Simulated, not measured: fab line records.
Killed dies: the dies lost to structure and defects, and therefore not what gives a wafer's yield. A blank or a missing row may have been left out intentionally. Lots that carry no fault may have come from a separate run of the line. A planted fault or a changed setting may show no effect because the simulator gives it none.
Chamber matching -- flow sky130 -- 4 sister chambers for SKY_VIA3_CMP_02 on cmp-01
The step polishes SiO2. 16 wafers are shown with their chamber, then 8 later ones without.

== WAFERS, EACH WITH ITS CHAMBER ==
wafer,chamber,motor_current_A (A)
L081.1,3,10.7
L081.2,1,13.3
L081.3,0,10.8
L081.4,2,12.3
L081.5,2,12.7
L081.6,3,10.4
L085.1,1,13.2
L085.2,2,12.5
L085.3,0,11.5
L085.4,3,11.1
L085.5,3,10.9
L085.6,2,12.8
L087.1,1,13.1
L087.2,0,11.5
L087.3,2,13.0
L087.4,3,10.5

SIGNATURES, as means of the wafers listed above
reading,chamber 0,chamber 1,chamber 2,chamber 3,scatter within a chamber
motor_current_A,11.267,13.200,12.660,10.720,0.284
Rule: for each reading, subtract the chamber's mean from the wafer's reading, divide by that reading's scatter and square the result; add these up over the readings and take the root, which gives the wafer's distance from the chamber. If the next closest chamber is less than 2 further off than the closest, the wafer can't be placed; otherwise it belongs to the closest. The scatter: the root of (the sum of the squares of (reading less its chamber's mean) over the shown wafers, divided by (wafers less chambers)).

== WAFERS WITH NO CHAMBER GIVEN ==
wafer,motor_current_A (A)
L087.5,12.7
L087.6,10.5
L088.1,13.1
L088.2,10.3
L088.3,12.7
L088.4,10.9
L088.5,11.0
L088.6,12.9

== WHICH CHAMBER EACH ONE RAN IN ==
wafer,from the rows above,in truth
L087.5,can't be placed: 2 or 1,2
L087.6,can't be placed: 3 or 0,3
L088.1,can't be placed: 1 or 2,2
L088.2,can't be placed: 3 or 0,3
L088.3,can't be placed: 2 or 1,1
L088.4,can't be placed: 3 or 0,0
L088.5,can't be placed: 0 or 3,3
L088.6,can't be placed: 2 or 1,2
Placed correctly: 0 of 8. These rows do not allow placing 8 (true chamber among the candidates in 8). 0 placed wrongly.
